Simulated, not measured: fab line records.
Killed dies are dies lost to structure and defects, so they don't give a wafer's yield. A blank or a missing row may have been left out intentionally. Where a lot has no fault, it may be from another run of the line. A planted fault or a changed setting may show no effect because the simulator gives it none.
fab line records	flow sfqLine
record lots=14	wafers=42	lastDay=91
route steps=325 shown M1@71 I4@174 R5@220 M6@261
lots that met no fault: from a run of the same line without faults
startH: the number of hours between the record's first day and the start of the first shown wafer of the lot	waitH: hours since the lot's step before	" identical to the entry in the row above	L1.1+2: a single row standing in for several wafers	- value missing, or start not given	* or withheld: withheld	< > ~ a bound
route shown NAME@n: a module of which the file shows steps, and the number in the route of the first	usual: average and standard deviation across the fault-free wafers	same: alike in all rows	chamber/n: place in a boat	sites: the reading at each site	_std_site: their standard deviation	_edge_site: outer sites' mean less inner sites'	radiusMm: how far each site lies from the wafer's centre	mask NAME#n: copy n	behind: the most recent tool/chamber to have shaped the wafer	hold: cause of the lot's hold/its duration in hours/its outcome	device: whichever transistor did not switch (one of n, p or np)	end of line: tests of these same wafers at the route's end	where a step has no rows: the recipe by itself	killed: dies that structure and defects cost at the first sort, which is not the same as the wafer's yield	map: a wafer's dies, x killed, . not, _ none there
set.NAME: the setting that was run; set.NAME@STEP: the one run at that earlier step	model.NAME: the simulator's own value behind a step, which no gauge read
steps of the route over a sample of lots; a table a step, a row a wafer
services: when a tool's chamber went out of use (startH, in hours from the record's first day, below 0 if earlier), for how many hours, and the reason
## steps
# step SFQ_TRILAYER_M1_STRIP_STRIP_043
# recipe gas=O2	powerW=200	platenTempC=40	overashFraction=0.65	chemistry=O2	pressureMtorr=50
# usual drypumpMotorCurrentA=5.4/0.38	oesProductAu=1.001/0.012
lot.wafer	tool	chamber	startH	waitH	drypumpMotorCurrentA	oesProductAu	rfHoursCounterH
L646.1	rieMetal-02	1	221.35	0.1	4.7	1.008	178
L646.3	"	0	"	"	5.6	1.002	-
L646.5	"	0	"	"	5.7	1.008	-
L647.3	rieMetal-01	0	241.46	0.2	5.9	0.971	-
L647.4	"	1	"	"	5.4	1.008	-
L647.6	"	1	"	"	5.4	1.015	-
L648.2	rieMetal-03	1	306.92	0.1	5.5	1.016	132
L648.3	"	1	"	"	5.5	1.012	-
L648.4	"	0	"	"	5.3	0.989	-
L649.1	rieMetal-03	0	320.06	0.1	5.2	0.990	8
L649.3	"	0	"	"	5.2	0.992	-
L649.4	"	1	"	"	5.5	1.010	-
L650.2	rieMetal-02	0	327.22	0.4	5.7	0.992	-
L650.3	"	0	"	"	5.6	0.996	-
L650.4	"	0	"	"	5.7	0.993	-
L651.2	rieMetal-03	1	334.46	0.1	5.5	1.008	137
L651.3	"	0	"	"	5.2	0.995	-
L651.4	"	1	"	"	5.5	1.003	-
L652.4	rieMetal-02	1	356.98	0.7	4.7	1.003	-
L652.5	"	1	"	"	4.7	1.011	-
L652.6	"	1	"	"	4.7	1.011	-
L653.3	rieMetal-01	0	366.67	0.2	5.8	1.000	-
L653.5	"	1	"	"	5.4	1.007	-
L653.6	"	0	"	"	5.8	0.987	-
L654.3	rieMetal-03	1	376.76	0.2	5.5	1.013	-
L654.5	"	0	"	"	5.3	1.004	-
L654.6	"	1	"	"	5.5	1.017	-
L657.2	rieMetal-03	1	399.67	0.1	5.5	1.001	147
L657.3	"	1	"	"	5.5	1.015	-
L657.5	"	0	"	"	5.2	0.988	-
L659.2	rieMetal-02	0	580.11	0.1	5.7	0.990	30
L659.3	"	1	"	"	4.7	1.015	-
L659.5	"	1	"	"	4.7	1.016	-
L660.2	rieMetal-01	0	583.71	0.1	5.8	0.991	98
L660.5	"	1	"	"	5.4	1.003	-
L660.6	"	0	"	"	5.8	0.972	-
L661.2	rieMetal-01	0	586.11	0.1	5.9	0.989	99
L661.3	"	0	"	"	5.8	0.990	-
L661.4	"	1	"	"	5.4	1.015	-
L662.1	rieMetal-02	0	592.11	0.1	5.7	0.984	33
L662.4	"	0	"	"	5.7	0.992	-
L662.6	"	0	"	"	5.7	1.001	-
# step SFQ_TRILAYER_I4_VIA_BARC_OPEN_VIA_ETCH_146
# recipe maskMaterial=PR	chemistry=O2	targetDepthNm=125	target=BARC	sourceW=500	biasW=80	pressureMtorr=30	timeS=41.7
# usual biasW=79.98/0.23	drypumpMotorCurrentA=6.0/0.56	oesProductAu=0.685/0.0045	rfFwdPowerW=494.8/2.2
lot.wafer	tool	chamber	startH	waitH	biasW	drypumpMotorCurrentA	oesProductAu	rfFwdPowerW	rfHoursCounterH
L646.1	rieDiel-01	2	1131.70	0.0	80.01	5.0	0.691	490.3	4
L646.3	"	3	"	"	79.64	6.4	0.687	500.6	14
L646.5	"	0	"	"	79.63	6.0	0.683	496.0	-
L647.3	rieDiel-04	2	1144.90	0.0	80.02	6.3	0.686	492.8	15
L647.4	"	0	"	"	79.75	5.2	0.692	494.0	20
L647.6	"	1	"	"	79.51	6.4	0.680	495.5	-
L648.2	rieDiel-01	2	1180.99	0.0	79.77	4.9	0.677	493.8	5
L648.3	"	3	"	"	79.62	6.4	0.690	497.9	15
L648.4	"	0	"	"	80.15	6.1	0.692	494.3	4
L649.1	rieDiel-04	1	1186.81	0.0	79.95	6.4	0.685	496.6	11
L649.3	"	2	"	"	79.89	6.2	0.687	491.4	16
L649.4	"	3	"	"	80.04	5.8	0.681	497.2	-
L650.2	rieDiel-01	3	1189.21	0.0	80.14	6.4	0.684	496.1	15
L650.3	"	0	"	"	80.25	6.0	0.679	496.0	5
L650.4	"	2	"	"	79.89	5.0	0.686	492.5	5
L651.2	rieDiel-04	1	1194.01	0.0	79.90	6.4	0.688	495.3	11
L651.3	"	2	"	"	80.08	6.3	0.680	494.2	16
L651.4	"	1	"	"	80.09	6.4	0.687	492.8	-
L652.4	rieDiel-04	3	1200.03	0.0	80.34	5.8	0.687	492.0	-
L652.5	"	2	"	"	79.98	6.3	0.682	493.4	-
L652.6	"	1	"	"	80.11	6.4	0.682	495.6	-
L653.3	rieDiel-02	1	1204.81	0.0	80.20	5.7	0.680	494.1	1
L653.5	"	2	"	"	79.91	6.7	0.686	493.8	-
L653.6	"	1	"	"	80.24	5.7	0.682	495.8	-
L654.3	rieDiel-04	1	1208.41	0.0	80.27	6.4	0.683	493.8	12
L654.5	"	2	"	"	80.04	6.2	0.685	492.0	-
L654.6	"	1	"	"	79.79	6.4	0.684	495.1	-
L657.2	rieDiel-01	0	1219.21	0.0	79.78	6.0	0.682	497.5	5
L657.3	"	3	"	"	79.82	6.5	0.676	501.0	15
L657.5	"	1	"	"	79.85	6.6	0.694	495.4	-
L659.2	rieDiel-02	0	1250.41	0.0	80.13	5.0	0.691	499.4	15
L659.3	"	2	"	"	79.79	6.8	0.684	496.5	11
L659.5	"	1	"	"	79.44	5.7	0.682	495.1	-
L660.2	rieDiel-02	1	1257.21	0.0	80.04	5.8	0.690	494.3	2
L660.5	"	1	"	"	79.88	5.7	0.687	493.2	-
L660.6	"	0	"	"	80.18	5.0	0.687	494.1	-
L661.2	rieDiel-01	2	1260.81	0.0	80.38	5.0	0.690	493.2	6
L661.3	"	0	"	"	80.11	6.0	0.692	497.7	6
L661.4	"	1	"	"	80.09	6.6	0.690	494.7	21
L662.1	rieDiel-02	0	1266.81	0.0	80.19	5.0	0.688	497.0	15
L662.4	"	3	"	"	79.85	5.6	0.679	492.4	15
L662.6	"	3	"	"	79.87	5.6	0.689	494.6	-
# step SFQ_TRILAYER_R5_LITHO_EXPOSE_137
# recipe maskId=R5	na=0.6	sourceShape=conventional	sigmaOuter=0.65	targetCdNm=500	doseMj=14.4
# usual exposureDoseMJCm2=14.400/0.015
lot.wafer	tool	chamber	startH	waitH	mask	exposureDoseMJCm2
L646.1	krfScanner-02	0	1470.42	-	R5#0	14.388
L646.3	"	0	"	"	R5#0	14.404
L646.5	"	0	"	"	R5#0	14.399
L647.3	krfScanner-02	0	1472.02	-	R5#0	14.423
L647.4	"	0	"	"	R5#0	14.412
L647.6	"	0	"	"	R5#0	14.410
L648.2	krfScanner-02	0	1480.02	-	R5#0	14.392
L648.3	"	0	"	"	R5#0	14.403
L648.4	"	0	"	"	R5#0	14.411
L649.1	krfScanner-02	0	1482.22	-	R5#0	14.406
L649.3	"	0	"	"	R5#0	14.391
L649.4	"	0	"	"	R5#0	14.389
L650.2	krfScanner-02	0	1483.62	-	R5#0	14.392
L650.3	"	0	"	"	R5#0	14.415
L650.4	"	0	"	"	R5#0	14.400
L651.2	krfScanner-02	0	1487.22	-	R5#0	14.384
L651.3	"	0	"	"	R5#0	14.388
L651.4	"	0	"	"	R5#0	14.393
L652.4	krfScanner-02	0	1492.42	-	R5#0	14.407
L652.5	"	0	"	"	R5#0	14.413
L652.6	"	0	"	"	R5#0	14.413
L653.3	krfScanner-02	0	1494.62	-	R5#0	14.413
L653.5	"	0	"	"	R5#0	14.413
L653.6	"	0	"	"	R5#0	14.422
L654.3	krfScanner-02	0	1498.22	-	R5#0	14.392
L654.5	"	0	"	"	R5#0	14.400
L654.6	"	0	"	"	R5#0	14.416
L657.2	krfScanner-02	0	1506.42	-	R5#0	14.410
L657.3	"	0	"	"	R5#0	14.418
L657.5	"	0	"	"	R5#0	14.432
L659.2	krfScanner-02	0	1537.62	-	R5#0	15.026
L659.3	"	0	"	"	R5#0	15.030
L659.5	"	0	"	"	R5#0	15.017
L660.2	krfScanner-02	0	1543.62	-	R5#0	15.021
L660.5	"	0	"	"	R5#0	15.025
L660.6	"	0	"	"	R5#0	15.017
L661.2	krfScanner-02	0	1546.02	-	R5#0	15.004
L661.3	"	0	"	"	R5#0	15.013
L661.4	"	0	"	"	R5#0	15.000
L662.1	krfScanner-02	0	1555.85	-	R5#0	15.018
L662.4	"	0	"	"	R5#0	15.021
L662.6	"	0	"	"	R5#0	15.028
# step SFQ_M6_OVL_MEAS_940
# usual M6_OVL=-1/4.8
lot.wafer	tool	chamber	startH	waitH	M6_OVL[nm]
L646.1	overlay-01	-	1833.68	0.1	-5
L646.3	"	-	"	"	-5
L646.5	"	-	"	"	-9
L647.3	overlay-01	-	1836.10	0.1	-3
L647.4	"	-	"	"	-3
L647.6	"	-	"	"	1
L648.2	overlay-02	-	1838.49	0.1	1
L648.3	"	-	"	"	2
L648.4	"	-	"	"	-3
L649.1	overlay-01	-	1839.68	0.1	8
L649.3	"	-	"	"	5
L649.4	"	-	"	"	8
L650.2	overlay-01	-	1842.09	0.1	-3
L650.3	"	-	"	"	-6
L650.4	"	-	"	"	0
L651.2	overlay-01	-	1845.69	0.1	-3
L651.3	"	-	"	"	-1
L651.4	"	-	"	"	-7
L652.4	overlay-01	-	1846.90	0.1	8
L652.5	"	-	"	"	-1
L652.6	"	-	"	"	12
L653.3	overlay-01	-	1850.50	0.1	2
L653.5	"	-	"	"	2
L653.6	"	-	"	"	1
L654.3	overlay-01	-	1852.90	0.1	2
L654.5	"	-	"	"	-6
L654.6	"	-	"	"	-7
L657.2	overlay-01	-	1857.69	0.1	-4
L657.3	"	-	"	"	1
L657.5	"	-	"	"	-3
L659.2	overlay-01	-	1869.36	0.1	8
L659.3	"	-	"	"	8
L659.5	"	-	"	"	4
L660.2	overlay-01	-	1875.36	0.1	-1
L660.5	"	-	"	"	-4
L660.6	"	-	"	"	-3
L661.2	overlay-01	-	1878.96	0.1	-9
L661.3	"	-	"	"	-9
L661.4	"	-	"	"	-9
L662.1	overlay-01	-	1889.76	0.1	-7
L662.4	"	-	"	"	-9
L662.6	"	-	"	"	-7
## services
tool	chamber	startH	hours	kind
krfScanner-02	-	220.19	1.2	repair
krfScanner-02	-	222.55	1.3	pm
krfScanner-02	-	244.37	0.8	pm
krfScanner-02	-	288.64	1.0	pm
krfScanner-02	-	334.02	3.0	pm
krfScanner-02	-	397.80	1.3	pm
krfScanner-02	-	413.74	0.8	pm
krfScanner-02	-	455.72	3.1	repair
krfScanner-02	-	458.78	1.0	pm
krfScanner-02	-	472.68	0.7	repair
krfScanner-02	-	476.28	0.2	repair
krfScanner-02	-	574.66	1.3	pm
krfScanner-02	-	581.84	0.8	pm
krfScanner-02	-	626.64	1.0	pm
krfScanner-02	-	644.14	1.4	repair
krfScanner-02	-	750.50	1.3	pm
krfScanner-02	-	751.80	4.4	pm
krfScanner-02	-	796.47	1.0	pm
krfScanner-02	-	811.87	4.0	pm
krfScanner-02	-	886.15	0.7	repair
krfScanner-02	-	892.10	6.6	repair
krfScanner-02	-	925.99	1.3	pm
krfScanner-02	-	964.89	1.0	pm
krfScanner-02	-	1029.94	11.6	pm
## key
firstSign step=SFQ_TRILAYER_R5_LITHO_EXPOSE_137	reading=exposureDoseMJCm2	direction=up	sigmas=43	usual=14.400	struck=15.018
effect none on later readings
metAt SFQ_TRILAYER_R5_LITHO_EXPOSE_137
struckLots L659,L660,L661,L662
notActingAt SFQ_TRILAYER_M1_STRIP_STRIP_043,SFQ_TRILAYER_I4_VIA_BARC_OPEN_VIA_ETCH_146,SFQ_M6_OVL_MEAS_940
onsetBetween 1506.42 1537.62
fault kind=processParameterDrift	tool=krfScanner-02	chamber=-	onsetH=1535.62	steps=SFQ_TRILAYER_R5_LITHO_EXPOSE_137	channel=doseMj	offset=0.63153	shape=step	actsIn=theseRecipesOnly	stated=14.4
